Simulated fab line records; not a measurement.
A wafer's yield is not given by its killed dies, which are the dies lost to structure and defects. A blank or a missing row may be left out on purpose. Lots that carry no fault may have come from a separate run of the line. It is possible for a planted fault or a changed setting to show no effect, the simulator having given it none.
A single fault, viewed from 2 desks    flow sky130    numbers are kept per desk, each desk with only its own; the story behind them comes last

== THE METROLOGY DESK ==
Lot by lot, what the gauges showed, no matter which tool ran the lot: averages of those sampled wafers that carry a number. If a lot's mean is further than 4 standard deviations from the usual mean, the lot is out of limits and carries the mark OUT (the distance appears in the brackets).
Columns: A = VIA2_BOW at SKY_VIA2_BOW_MEAS_03, usual 89 um; B = cd-nm at SKY_VIA2_CD_MEAS_12, usual 200.2 nm
lot   first seen here  A    B
L160  day 36 11:04     88   201.2
L159  day 36 11:22     90   200.2
L161  day 37 04:09     87   199.1
L162  day 37 10:46     96   201.4
L164  day 38 01:31     84   200.8
L165  day 38 05:35     90   199.1
L167  day 38 22:23     94   200.7
L168  day 39 01:46     81   199.2
L169  day 39 08:25     88   200.6
L173  day 41 03:47     86   200.4
L178  day 42 01:39     86   199.3
L179  day 42 08:43     103  198.3
Finding of this desk: none of the 12 lots has anything out of limits.

== FOR THE TOOL OWNER'S DESK: rie-metal-03 ==
The tool's own readings at SKY_CAP2M_METAL_ETCH_13 (etches TiN in Cl2/BCl3, stops on SiO2, target depth 220 nm, time 62.9 s): means of the sampled wafers that have a number, for each lot that ran on this tool. If a lot's mean is further than 4 standard deviations from the usual mean, the lot is out of limits and carries the mark OUT (the distance appears in the brackets).
Columns: A = drypump-motor-current-A at SKY_CAP2M_METAL_ETCH_13, usual 5.4 A; B = oes-product-au at SKY_CAP2M_METAL_ETCH_13, usual 0.944 a.u.; C = rf-fwd-power-W at SKY_CAP2M_METAL_ETCH_13, usual 893 W; D = throttle-valve-pct at SKY_CAP2M_METAL_ETCH_13, usual 21.900 %
lot   first seen here  A    B      C               D
L160  day 42 01:38     5.3  0.945  894             21.895
L159  day 42 02:31     5.3  0.931  893             21.908
L162  day 42 17:26     5.2  0.960  893             21.899
L165  day 43 10:41     5.3  0.944  891             21.898
L167  day 44 04:11     5.3  0.944  1037 (+41) OUT  21.900
L169  day 44 11:05     5.2  0.945  1040 (+42) OUT  21.899
This desk's verdict: out of limits on L167, L169, starting with L167 at day 44 04:11 (rf-fwd-power-W at SKY_CAP2M_METAL_ETCH_13). L160, L159, L162, L165: within limits.

== ALL TOGETHER ==
The tool owner's desk had the chance to raise an alarm at day 44 04:11 on L167, L169.
From the metrology desk's view, nothing was out of limits.
The metrology desk holds a record of L167, L169, inside its limits.
On rie-metal-03, each named lot ran SKY_CAP2M_METAL_ETCH_13.

== WHAT WAS PUT IN BY THE SIMULATOR ==
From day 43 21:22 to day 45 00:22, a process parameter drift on rie-metal-03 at SKY_CAP2M_METAL_ETCH_13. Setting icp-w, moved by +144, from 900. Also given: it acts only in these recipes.
Shown lots that were struck: L167, L169.
How many hours passed from the start of the fault until each desk's first out-of-limits reading: the tool owner's desk, 7.
